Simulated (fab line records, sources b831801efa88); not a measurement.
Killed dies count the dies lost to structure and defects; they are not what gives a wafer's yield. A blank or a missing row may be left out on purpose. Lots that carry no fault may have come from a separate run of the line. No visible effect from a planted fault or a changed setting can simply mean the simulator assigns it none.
2 desks, one fault | flow gf180mcu | numbers are kept per desk, each desk with only its own; the story behind them comes last

## FOR THE TOOL OWNER'S DESK: rie si-02
The tool's own readings at GF_STI_ETCH_14 (etches Si in HBr/Cl2/O2, target depth 360 nm, time 102.9 s): means of the sampled wafers that have a number, for each lot that ran on this tool. The brackets show how far a lot's mean lies from the usual mean; more than 4 standard deviations puts the lot out of limits, marked OUT.
Columns: A = drypump motor current A at GF_STI_ETCH_14, usual 5.5 A; B = oes product au at GF_STI_ETCH_14, usual 0.999 a.u.; C = run length s at GF_STI_ETCH_14, usual 131.3 s; D = throttle valve pct at GF_STI_ETCH_14, usual 25.657 %
lot  | first seen here | A   | B     | C                | D
L685 | day 2 07:55     | 5.7 | 0.994 | 131.5            | 25.654
L688 | day 2 21:58     | 5.8 | 1.000 | 131.8            | 25.663
L694 | day 4 05:23     | 5.9 | 1.002 | 133.2            | 25.658
L695 | day 4 09:47     | 6.0 | 1.003 | 133.2            | 25.657
L696 | day 4 15:20     | 6.0 | 0.996 | 134.2 (+6.1) OUT | 25.651
This desk's verdict: out of limits on L696, starting with L696 at day 4 15:20 (run length s at GF_STI_ETCH_14). Within limits: L685, L688, L694, L695.

## THE METROLOGY DESK
What the gauges read for every lot (on any tool): the sampled wafers with a number, averaged. The brackets show how far a lot's mean lies from the usual mean; more than 4 standard deviations puts the lot out of limits, marked OUT.
Columns: A = STI_OXIDATION_THK at GF_STI_THK_MEAS_02, usual 10.01 nm; B = STI_CVD_03_THK at GF_STI_THK_MEAS_04, usual 207.3 nm; C = cd nm at GF_STI_CD_MEAS_12, usual 220.1 nm
lot  | first seen here | A     | B     | C
L685 | day 1 18:11     | 9.84  | 209.9 | 218.0
L688 | day 2 07:31     | 9.53  | 208.0 | 220.7
L694 | day 3 13:48     | 10.08 | 205.0 | 217.6
L695 | day 3 18:31     | 10.28 | 204.3 | 219.1
L696 | day 3 23:48     | 9.66  | 206.2 | 219.1
L702 | day 5 06:42     | 10.20 | 209.0 | 220.0
L704 | day 5 15:31     | 9.88  | 210.6 | 221.5
Result from this desk: across the 7 lots, nothing is out of limits.

## BROUGHT TOGETHER
The tool owner's desk had the chance to raise an alarm at day 4 15:20 on L696.
At the metrology desk, nothing out of limits was observed.
The metrology desk holds a record of L696, inside its limits.
The lots listed all ran GF_STI_ETCH_14 on rie si-02.

## WHAT THE SIMULATOR HAD PUT IN
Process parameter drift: rie si-02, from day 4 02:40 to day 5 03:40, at GF_STI_ETCH_14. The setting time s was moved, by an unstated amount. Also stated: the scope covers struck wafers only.
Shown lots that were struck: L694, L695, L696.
Delay in hours, fault start to first out-of-limits reading, by desk: the tool owner's desk at 13.
